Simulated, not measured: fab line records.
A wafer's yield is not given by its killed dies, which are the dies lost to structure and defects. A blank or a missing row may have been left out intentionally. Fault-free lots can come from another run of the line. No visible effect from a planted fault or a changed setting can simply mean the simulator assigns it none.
fab line records	flow sky130
[record] lots = 6	wafers = 18	last-day = 50
route steps=708 shown VIA3@575 PAD_OPEN@708
lots that met no fault: from a run of the same line without faults
start-h: hours from the record's first day to the start of the lot's first wafer shown	wait-h: how many hours have passed since the lot's step before this one	" unchanged from the row above	L1.1+2: a row that stands for several wafers	- no value present, or no start provided	* or withheld: withheld	< > ~ a bound
route shown NAME@n: names a module that has steps shown in the file, with the first one's number in the route	usual: the fault-free wafers' mean and standard deviation	same: alike in all rows	chamber/n: place in a boat	sites: per-site readings	_std_site: the values' standard deviation	_edge_site: inner sites' mean taken away from outer sites' mean	radius-mm: how far each site lies from the wafer's centre	mask NAME#n: copy n	behind: tool/chamber where the wafer was last shaped	hold: cause of the lot's hold/its duration in hours/its outcome	device: the transistor (n, p or np) that didn't switch	end of line: the same wafers' tests at the end of the route	a step given without rows: its recipe and nothing more	killed: dies that structure and defects cost at the first sort, which is not the same as the wafer's yield	map: a wafer's dies, x killed, . not, _ none there
set.NAME: the setting that was run; set.NAME@STEP: the one run at that earlier step	model.NAME: the simulator's own value behind a step, which no gauge read
lots seen at some steps along the route; tables by step, rows by wafer
services: the hour from which a tool's chamber was out of use, counted from the record's first day as start-h (under 0 if before that day), plus the number of hours and why
[[steps]]
[step SKY_VIA3_CMP_02]
[recipe] material = SiO2	down-force-psi = 4	platen-rpm = 60	pad-velocity-m-s = 0.94248
[usual] motor-current-A = 11.6/1.9
lot.wafer	tool	chamber	start-h	wait-h	motor-current-A
L336.2	cmp-01	1	950.15	0.2	12.5
L336.3	"	3	"	"	10.7
L336.6	"	0	"	"	8.8
L339.3	cmp-01	1	955.15	0.1	13.4
L339.2	"	3	"	"	10.8
L339.6	"	1	"	"	13.0
L347.4	cmp-01	2	1011.27	0.2	12.6
L347.5	"	1	"	"	13.1
L347.6	"	2	"	"	12.5
L355.2	cmp-02	2	1050.36	0.1	15.5
L355.4	"	3	"	"	12.3
L355.6	"	1	"	"	11.0
L356.3	cmp-02	3	1055.08	0.1	12.5
L356.4	"	0	"	"	11.7
L356.5	"	2	"	"	15.2
L357.3	cmp-01	0	1058.38	0.0	9.2
L357.4	"	3	"	"	10.5
L357.5	"	1	"	"	13.1
[step SKY_VIA3_BOW_MEAS_03]
[recipe] mode = bow
[usual] VIA3_BOW = 79/8.6
lot.wafer	tool	chamber	start-h	wait-h	VIA3_BOW[um]
L336.2	film-metro-03	-	950.42	0.2	73
L336.3	"	-	"	"	68
L336.6	"	-	"	"	70
L339.2	film-metro-03	-	955.42	0.1	72
L339.3	"	-	"	"	81
L339.6	"	-	"	"	69
L347.4	film-metro-02	-	1011.58	0.3	81
L347.5	"	-	"	"	94
L347.6	"	-	"	"	82
L355.2	film-metro-03	-	1050.63	0.2	76
L355.4	"	-	"	"	73
L355.6	"	-	"	"	75
L356.3	film-metro-02	-	1055.32	0.2	83
L356.4	"	-	"	"	86
L356.5	"	-	"	"	92
L357.3	film-metro-01	-	1058.72	0.3	94
L357.4	"	-	"	"	87
L357.5	"	-	"	"	76
[step SKY_VIA3_DEHYDRATE_04]
[recipe] temp-c = 200	time-s = 60
[step SKY_VIA3_HMDS_05]
[recipe] prime-time-s = 60	prime-temp-c = 120
[step SKY_VIA3_COAT_06]
[recipe] resist = BARC	temp-c = withheld	time-s = withheld	spin-rpm = 3000	resist-thk-nm = 60
[step SKY_VIA3_COAT_07]
[recipe] resist = KrF-thick	spin-rpm = 3000	resist-thk-nm = 450
[step SKY_VIA3_SOFTBAKE_08]
[recipe] temp-c = 100	time-s = 90	resist = KrF-thick
[step SKY_VIA3_EXPOSE_09]
[recipe] mask-id = VIM3	na = 0.8	source-shape = annular	sigma-inner = 0.55	sigma-outer = 0.85	target-cd-nm = 200	dose-mj = 38
[step SKY_VIA3_PEB_10]
[recipe] peb-temp-c = withheld	peb-time-s = withheld	resist = KrF-thick
[step SKY_VIA3_DEVELOP_11]
[recipe] develop-time-s = 60	resist = KrF-thick	dev-temp-c = 21
[step SKY_VIA3_CD_MEAS_12]
[recipe] target-cd-nm = 200
[usual] cd-nm = 200.0/1.5
lot.wafer	tool	chamber	start-h	wait-h	cd-nm
L336.2	cd-sem-01	-	974.52	-	197.8
L336.3	"	-	"	"	199.5
L336.6	"	-	"	"	199.4
L339.2	cd-sem-02	-	979.22	-	199.8
L339.3	"	-	"	"	198.7
L339.6	"	-	"	"	200.6
L347.4	cd-sem-01	-	1033.06	-	200.3
L347.5	"	-	"	"	201.0
L347.6	"	-	"	"	199.5
L355.2	cd-sem-01	-	1071.99	-	196.8
L355.4	"	-	"	"	198.4
L355.6	"	-	"	"	198.6
L356.3	cd-sem-02	-	1076.39	-	200.7
L356.4	"	-	"	"	203.2
L356.5	"	-	"	"	204.2
L357.3	cd-sem-02	-	1080.39	-	198.8
L357.4	"	-	"	"	197.4
L357.5	"	-	"	"	199.6
[step SKY_VIA3_OVL_MEAS_13]
[usual] VIA3_OVL = -1/6.1
lot.wafer	tool	chamber	start-h	wait-h	VIA3_OVL[nm]
L336.2	overlay-01	-	974.63	0.1	-1
L336.3	"	-	"	"	-1
L336.6	"	-	"	"	-1
L339.2	overlay-01	-	979.32	0.1	-1
L339.3	"	-	"	"	-6
L339.6	"	-	"	"	0
L347.4	overlay-01	-	1033.14	0.1	-5
L347.5	"	-	"	"	9
L347.6	"	-	"	"	-5
L355.2	overlay-02	-	1072.09	0.1	-1
L355.4	"	-	"	"	6
L355.6	"	-	"	"	1
L356.3	overlay-01	-	1076.48	0.1	7
L356.4	"	-	"	"	-1
L356.5	"	-	"	"	0
L357.3	overlay-02	-	1080.49	0.1	-4
L357.4	"	-	"	"	-12
L357.5	"	-	"	"	-2
[step SKY_VIA3_ETCH_14]
[recipe] chemistry = N2/H2	target = BARC	ion-energy-ev = 200	source-w = 500	bias-w = 100	pressure-mtorr = 30	n2-flow-sccm = 100	h2-flow-sccm = 200	stop-on = SiO2	time-s = 45.9	target-depth-a = 600
[usual] drypump-motor-current-A = 5.6/0.45	h2-flow-sccm = 200.0/0.66	oes-product-au = 0.854/0.0053	run-length-s = 74.2/0.51	throttle-valve-pct = 13.225/0.0091
lot.wafer	tool	chamber	start-h	wait-h	drypump-motor-current-A	h2-flow-sccm	oes-product-au	rf-hours-counter-h	run-length-s	throttle-valve-pct	model.KrF-thick_of_VIA3_COAT_07.thk-nm
L336.2	rie-diel-01	3	974.66	0.0	5.5	200.5	0.854	14	75.0	13.231	394
L336.3	"	1	"	"	5.3	199.5	0.856	11	73.9	13.235	395
L336.6	"	1	"	"	5.3	200.3	0.855	-	74.4	13.237	395.2
L339.2	rie-diel-04	2	979.35	0.0	5.9	199.4	0.861	26	73.8	13.220	391.7
L339.3	"	1	"	"	5.7	199.5	0.855	12	74.7	13.217	392.2
L339.6	"	2	"	"	5.9	201.1	0.860	-	73.7	13.222	390.1
L347.4	rie-diel-04	1	1033.16	0.0	5.7	199.5	0.851	13	75.0	13.224	393.4
L347.5	"	0	"	"	5.2	199.1	0.841	-	74.0	13.219	393.2
L347.6	"	1	"	"	5.7	198.9	0.858	-	74.5	13.227	393.6
L355.2	rie-diel-04	0	1072.12	0.0	5.2	201.1	0.852	25	73.9	13.219	394.9
L355.4	"	1	"	"	5.7	200.8	0.783	15	82.4	13.218	386.8
L355.6	"	1	"	"	5.7	200.6	0.849	-	75.0	13.219	394.9
L356.3	rie-diel-04	1	1076.51	0.0	5.7	200.2	0.858	15	74.8	13.238	393.6
L356.4	"	0	"	"	5.2	199.8	0.776	25	81.4	13.213	384.4
L356.5	"	3	"	"	5.5	200.5	0.795	-	81.9	13.218	384.6
L357.3	rie-diel-01	0	1080.51	0.0	6.7	200.9	0.858	20	73.3	13.228	392.2
L357.4	"	3	"	"	5.5	200.1	0.851	17	74.8	13.227	392
L357.5	"	1	"	"	5.3	200.4	0.859	-	74.4	13.234	392.6
[step SKY_VIA3_ETCH_15]
[recipe] target = SiO2	chemistry = C4F8/O2/Ar	target-depth-nm = 507	stop-on = TiN	mask-material = KrF-thick	source-w = 1500	bias-w = 1200	pressure-mtorr = 40	c4f8-flow-sccm = withheld	O2_flow_sccm = 6	Ar_flow_sccm = 300	time-s = 78
[usual] oes-product-au = 0.947/0.0044	run-length-s = 106.3/0.48
lot.wafer	tool	chamber	start-h	wait-h	oes-product-au	rf-hours-counter-h	run-length-s	model.KrF-thick_of_VIA3_COAT_07.thk-nm
L336.2	rie-diel-01	3	974.70	0.0	0.946	14	107.1	292.9
L336.3	"	1	"	"	0.950	11	106.1	294.3
L336.6	"	1	"	"	0.948	-	106.6	295.4
L339.2	rie-diel-04	2	979.39	0.0	0.944	26	105.9	289.9
L339.3	"	1	"	"	0.945	12	106.9	291.4
L339.6	"	2	"	"	0.945	-	105.7	287.4
L347.4	rie-diel-04	1	1033.20	0.0	0.946	13	107.0	293
L347.5	"	0	"	"	0.956	-	105.7	293.7
L347.6	"	1	"	"	0.950	-	106.8	293
L355.2	rie-diel-04	0	1072.17	0.0	0.943	25	106.2	295.1
L355.4	"	1	"	"	0.939	15	106.7	286.7
L355.6	"	1	"	"	0.944	-	106.9	296
L356.3	rie-diel-04	1	1076.55	0.0	0.945	15	106.7	292.8
L356.4	"	0	"	"	0.943	25	106.1	284.4
L356.5	"	3	"	"	0.948	-	106.2	285
L357.3	rie-diel-01	0	1080.55	0.0	0.945	20	105.3	289.5
L357.4	"	3	"	"	0.946	17	107.1	289.3
L357.5	"	1	"	"	0.949	-	106.1	290.6
[step SKY_VIA3_STRIP_16]
[recipe] chemistry = O2/N2	power-w = 1400	pressure-mtorr = 1500	platen-temp-c = withheld	o2-flow-sccm = 3000	n2-flow-sccm = 300	overash-fraction = 0.5
[usual] drypump-motor-current-A = 5.7/0.4	oes-product-au = 0.401/0.0043	strip-time-to-endpoint-s = 4.124/0.026
lot.wafer	tool	chamber	start-h	wait-h	drypump-motor-current-A	oes-product-au	rf-hours-counter-h	strip-time-to-endpoint-s
L336.2	plasma-asher-03	1	974.76	0.0	5.6	0.404	115	4.146
L336.3	"	0	"	"	6.1	0.405	-	4.171
L336.6	"	1	"	"	5.6	0.405	-	4.173
L339.2	plasma-asher-04	0	979.45	0.0	5.2	0.400	25	4.110
L339.3	"	1	"	"	6.0	0.393	-	4.115
L339.6	"	0	"	"	5.2	0.399	-	4.087
L347.4	plasma-asher-01	1	1033.30	0.1	6.2	0.402	-	4.156
L347.5	"	0	"	"	5.3	0.403	-	4.149
L347.6	"	1	"	"	6.2	0.407	-	4.152
L355.2	plasma-asher-03	0	1072.23	0.0	6.1	0.402	0	4.173
L355.4	"	1	"	"	5.6	0.394	-	4.083
L355.6	"	1	"	"	5.6	0.397	-	4.168
L356.3	plasma-asher-04	0	1076.64	0.1	5.2	0.408	-	4.165
L356.4	"	1	"	"	6.0	0.398	-	4.068
L356.5	"	1	"	"	6.0	0.403	-	4.065
L357.3	plasma-asher-04	0	1080.65	0.1	5.2	0.400	-	4.093
L357.4	"	1	"	"	6.0	0.397	-	4.109
L357.5	"	0	"	"	5.2	0.402	-	4.143
[step SKY_PAD_OPEN_PROBE_99]
[usual] defect-limited-yield = 82.3/1.8	killed_at_M0_to_M3 = 44/6.9	killed_at_M4_up = 3.3/1.7	killed-at-contacts = 24/5.5	killed-at-front-end = 16/4.5	killed-at-other = 0.2/0.46	killed-dies = 87/9.1	killed-open = 48/7.3	killed-short = 39/6.2	sort_bin_3_pad_short = 0.9/0.4	sort_bin_5_function = 10.4/1.5	sort_bin_6_memory = 6.4/1.2	sort-n-pass = 405/9.1	sort-yield-pct = 82.3/1.8
[same] gross-dies = 492	killed-at-back-side = 0	sort_bin_4_leakage[%] = 0	sort_bin_8_speed[%] = 0
lot.wafer	tool	chamber	start-h	wait-h	defect-limited-yield[%]	killed_at_M0_to_M3	killed_at_M4_up	killed-at-contacts	killed-at-front-end	killed-at-other	killed-dies	killed-open	killed-short	sort_bin_3_pad_short[%]	sort_bin_5_function[%]	sort_bin_6_memory[%]	sort-n-pass	sort-yield-pct[%]
L336.2	prober-02	-	1117.69	0.1	83.1	54	6	10	13	0	83	43	40	1.2	11.0	4.7	409	83.1
L336.3	prober-02	-	1117.74	0.2	78.3	54	4	27	20	2	107	59	45	0.6	12.8	8.3	385	78.3
L336.6	prober-02	-	1117.89	0.2	80.5	45	2	28	20	1	96	42	53	1.2	9.8	8.5	396	80.5
L347.4	prober-01	-	1163.37	0.2	83.1	43	5	18	17	0	83	45	38	0.4	10.4	6.1	409	83.1
L347.5	prober-01	-	1163.42	0.2	80.3	38	7	28	24	0	97	53	44	0.6	11.8	7.3	395	80.3
L347.6	prober-01	-	1163.47	0.2	82.9	49	2	21	12	0	84	46	38	0.4	12.4	4.3	408	82.9
L355.2	prober-02	-	1195.82	0.1	83.1	37	5	26	15	0	83	45	38	0.4	11.0	5.5	409	83.1
L355.4	prober-02	-	1195.92	0.2	81.3	46	4	22	20	0	92	59	31	0.8	10.6	7.3	400	81.3
L355.6	prober-02	-	1196.02	0.2	85.2	34	3	22	14	0	73	42	31	0.6	8.1	6.1	419	85.2
L356.3	prober-01	-	1197.20	0.2	83.5	38	1	30	12	0	81	49	32	1.2	8.9	6.3	411	83.5
L356.4	prober-01	-	1197.25	0.2	83.3	39	1	28	14	0	82	48	34	0.8	9.6	6.3	410	83.3
L356.5	prober-01	-	1197.30	0.2	82.1	40	3	32	12	1	88	48	40	1.2	11.2	5.5	404	82.1
// killed by level:class
L336.2 METAL1:geometric-particle:short=7 VIA2:geometric-particle:open=7 VIA1:geometric-particle:short=6 VIA1:geometric-particle:open=6 VIA2:geometric-particle:short=6 POLY_GATE:geometric-particle:open=5 LI_CONTACT:geometric-particle:open=5 VIA3:geometric-particle:short=5
L336.3 VIA1:geometric-particle:open=13 VIA2:geometric-particle:open=8 POLY_GATE:geometric-particle:open=6 CONTACT:geometric-particle:short=6 METAL1:geometric-particle:short=6 VIA3:geometric-particle:open=6 LI_CONTACT:geometric-particle:open=5 LOCAL_INTERCONNECT:geometric-particle:short=5
L336.6 CONTACT:geometric-particle:open=13 METAL2:geometric-particle:short=9 VIA2:geometric-particle:open=8 VIA1:geometric-particle:open=8 POLY_GATE:geometric-particle:short=7 LI_CONTACT:geometric-particle:open=6 METAL1:geometric-particle:short=6 FIELD_ISO:geometric-particle:short=5
L347.4 VIA1:geometric-particle:open=9 METAL2:geometric-particle:short=9 LI_CONTACT:geometric-particle:open=8 VIA2:geometric-particle:open=7 FIELD_ISO:geometric-particle:short=6 CONTACT:geometric-particle:open=5 POLY_GATE:geometric-particle:short=4 POLY_GATE:geometric-particle:open=4
L347.5 CONTACT:geometric-particle:open=10 FIELD_ISO:geometric-particle:open=7 LI_CONTACT:geometric-particle:open=7 VIA1:geometric-particle:open=7 FIELD_ISO:geometric-particle:short=6 LOCAL_INTERCONNECT:geometric-particle:short=6 POLY_GATE:geometric-particle:short=5 VIA3:geometric-particle:open=5
L347.6 VIA1:geometric-particle:open=10 CONTACT:geometric-particle:open=8 METAL1:geometric-particle:short=7 VIA1:geometric-particle:short=7 METAL2:geometric-particle:short=7 POLY_GATE:geometric-particle:open=6 VIA2:geometric-particle:open=6 VIA3:geometric-particle:open=5
L355.2 VIA1:geometric-particle:open=11 CONTACT:geometric-particle:open=9 LI_CONTACT:geometric-particle:open=6 FIELD_ISO:geometric-particle:short=5 FIELD_ISO:geometric-particle:open=5 CONTACT:geometric-particle:short=5 METAL1:geometric-particle:short=5 VIA1:geometric-particle:short=5
L355.4 VIA1:geometric-particle:open=11 VIA3:geometric-particle:open=11 LI_CONTACT:geometric-particle:open=8 VIA2:geometric-particle:open=8 CONTACT:geometric-particle:open=8 FIELD_ISO:geometric-particle:short=5 FIELD_ISO:geometric-particle:open=5 POLY_GATE:geometric-particle:open=4
L355.6 LI_CONTACT:geometric-particle:open=9 VIA1:geometric-particle:open=8 VIA3:geometric-particle:open=8 CONTACT:geometric-particle:open=6 FIELD_ISO:geometric-particle:short=5 LI_CONTACT:geometric-particle:short=5 VIA2:geometric-particle:open=5 FIELD_ISO:geometric-particle:open=4
L356.3 VIA1:geometric-particle:open=13 LOCAL_INTERCONNECT:geometric-particle:short=9 CONTACT:geometric-particle:open=9 VIA3:geometric-particle:open=5 VIA3:geometric-particle:short=5 LI_CONTACT:geometric-particle:open=4 LOCAL_INTERCONNECT:geometric-particle:open=4 FIELD_ISO:geometric-particle:open=3
L356.4 CONTACT:geometric-particle:open=10 VIA1:geometric-particle:short=8 VIA1:geometric-particle:open=8 LI_CONTACT:geometric-particle:open=7 VIA3:geometric-particle:open=5 POLY_GATE:geometric-particle:short=4 LI_CONTACT:geometric-particle:short=4 METAL2:geometric-particle:short=4
L356.5 CONTACT:geometric-particle:open=15 LOCAL_INTERCONNECT:geometric-particle:short=11 VIA1:geometric-particle:open=10 VIA2:geometric-particle:open=5 VIA2:geometric-particle:short=5 FIELD_ISO:geometric-particle:short=4 LI_CONTACT:geometric-particle:open=4 VIA1:geometric-particle:short=4
[[services]]
tool	chamber	start-h	hours	kind
cmp-02	-	927.84	27.9	repair
rie-diel-04	3	946.87	6.0	repair
rie-diel-04	0	951.33	2.6	repair
rie-diel-01	0	958.66	5.5	repair
cmp-02	-	976.24	0.5	repair
cmp-02	-	981.77	1.3	repair
cmp-02	-	991.71	1.6	repair
cmp-02	-	1010.55	8.2	repair
rie-diel-01	0	1019.76	6.4	repair
cmp-01	-	1025.01	7.0	pm
cmp-01	-	1044.48	0.9	repair
rie-diel-01	0	1045.40	2.2	repair
plasma-asher-03	-	1050.78	12.1	pm
rie-diel-01	3	1061.44	2.4	repair
plasma-asher-03	-	1062.88	9.0	pm
plasma-asher-03	0	1062.88	9.0	vent-cycle
plasma-asher-03	1	1062.88	9.0	vent-cycle
plasma-asher-03	0	1071.88	-	clean
plasma-asher-03	1	1071.88	-	clean
rie-diel-01	-	1075.21	5.2	repair
[[key]]
[first-sign] step = SKY_VIA3_ETCH_14	reading = run-length-s	direction = up	sigmas = 15	usual = *	struck = *
[effect] step = SKY_VIA3_ETCH_14	reading = oes-product-au	direction = down	sigmas = 13	usual = 0.854	struck = 0.785
[model-effect] step = SKY_VIA3_ETCH_14	value = KrF-thick_of_VIA3_COAT_07.thk-nm	without = 392.3	struck = 385.3
[model-effect] step = SKY_VIA3_ETCH_15	value = KrF-thick_of_VIA3_COAT_07.thk-nm	without = 292.4	struck = 285.4
met-at SKY_VIA3_ETCH_14
struck-wafers L355.4,L356.4,L356.5
onset-between 1033.16 1072.12
[fault] kind = process-parameter-drift	tool = rie-diel-04	chamber = -	onset-h = 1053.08	steps = SKY_VIA3_ETCH_14	channel = time-s	offset = *	shape = step	end-h = 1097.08	scope = struck-wafers-only	acts-in = *	stated = *
